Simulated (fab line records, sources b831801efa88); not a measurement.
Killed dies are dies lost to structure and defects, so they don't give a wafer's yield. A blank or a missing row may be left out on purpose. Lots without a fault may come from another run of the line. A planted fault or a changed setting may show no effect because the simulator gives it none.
Split-lot experiment | flow sfq_line | 5 lots, 11 wafers read, on a route of 325 steps

THE SPLIT
At SFQ_TRILAYER_I6_VIA_LITHO_COAT_174 (resist thk 62 nm), the setting resist_thk_nm was moved away from the recipe's 62 nm on 3 of the 11 wafers read, by -5.7% to -3.6%. The other wafers ran this setting at the recipe's value.

FROM THE SPLIT TO THE READING: what the file shows between them, 3 steps
- SFQ_TRILAYER_I6_VIA_LITHO_COAT_169: resist thk 650 nm
- SFQ_TRILAYER_I6_VIA_LITHO_SOFTBAKE_173
- SFQ_TRILAYER_I6_VIA_LITHO_DEVELOP_171: time 60 s

THE READING
etch.depth_nm (the simulator's own value, which no gauge read), in nm, at SFQ_TRILAYER_I6_VIA_BARC_OPEN_VIA_ETCH_235 (etches BARC in O2, target depth 125 nm, time 41.7 s). The file gives no usual value for it. The 8 wafers here that ran the recipe average 61.98 nm, standard deviation 0.14 nm.

wafer  | tool, chamber at the split | resist_thk_nm as run, nm | against the recipe | etch.depth_nm, nm | against lot-mates on the recipe
L074.2 | litho_track-04, 0          | 62                       | recipe             | 61.99             | -
L074.4 | litho_track-04, 0          | 62                       | recipe             | 62.13             | -
L074.5 | litho_track-04, 0          | 62                       | recipe             | 62                | -
L076.3 | litho_track-04, 0          | 62                       | recipe             | 62.11             | -
L078.1 | litho_track-02, 0          | 62                       | recipe             | 61.69             | -
L078.4 | litho_track-02, 0          | 59.76                    | -3.6%              | 59.49             | -2.20
L080.3 | litho_track-02, 0          | 62                       | recipe             | 62.04             | -
L080.4 | litho_track-02, 0          | 58.45                    | -5.7%              | 58.46             | -3.58
L080.5 | litho_track-02, 0          | 58.45                    | -5.7%              | 58.49             | -3.55
L083.1 | litho_track-04, 0          | 62                       | recipe             | 61.85             | -
L083.6 | litho_track-04, 0          | 62                       | recipe             | 62.07             | -

THE FIT
A straight line over all 11 wafers: etch.depth_nm changes by +0.624 nm for each +1% of resist_thk_nm; r = +1.00; the points scatter about the line by 0.16 nm.
The same after taking each lot's own level away (the mean of its wafers on the recipe; 11 wafers): +0.621 nm for each +1%; r = +1.00; scatter 0.066 nm.
On that fit, the largest move of resist_thk_nm shifts the reading by 3.6 nm.
The lots' own levels span 61.690 to 62.110 nm, that is 3.0 times the standard deviation above.
So the lot-to-lot level changes the slope little: the two slopes agree.
Check: with one of the wafers moved furthest among these (-5.7%) left out of the fit, the line predicts -3.53 nm for it against its lot-mates. It came out at -3.58 nm against them.

OTHER SPLITS ON THESE WAFERS
These wafers also went through other splits before the reading. Each is held against what the fit with the lots' levels taken away leaves over:
other split on the same wafers                  | wafers away from the commonest value | r with etch.depth_nm (lot level and that fit taken away)
SFQ_TRILAYER_R5_ETCH_METAL_ETCH_139 bias_w      | 2                                    | +0.23
SFQ_TRILAYER_I5_LITHO_PEB_147 peb_time_s        | 3                                    | +0.23
SFQ_TRILAYER_C5_LITHO_COAT_156 resist_thk_nm    | 2                                    | -0.37
SFQ_TRILAYER_C5_BARC_OPEN_VIA_ETCH_210 source_w | 3                                    | +0.28
SFQ_TRILAYER_M6_LITHO_COAT_159 spin_rpm         | 3                                    | -0.10
SFQ_TRILAYER_M6_LITHO_PEB_162 peb_time_s        | 3                                    | -0.14
SFQ_TRILAYER_I6_CMP_CMP_166 leave_above_ref_nm  | 2                                    | +0.00

THE WHOLE CHAIN: every reading that the file lists as answering this split, in the file's order
step                                       | what it does                                        | reading                                                                                        | change (the file's fit)               | r (the file's)
SFQ_TRILAYER_I6_VIA_LITHO_COAT_174         | resist thk 62 nm                                    | BARC_of_TRILAYER_I6_VIA_LITHO_COAT_174.thk_nm (the simulator's own value, which no gauge read) | +0.629 nm for each +1% of the setting | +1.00
SFQ_TRILAYER_I6_VIA_BARC_OPEN_VIA_ETCH_235 | etches BARC in O2, target depth 125 nm, time 41.7 s | etch.depth_nm (the simulator's own value, which no gauge read)                                 | +0.619 nm for each +1% of the setting | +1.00

THE FILE'S OWN FIT
etch.depth_nm changes by +0.619 nm for each +1% of resist_thk_nm, r = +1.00.
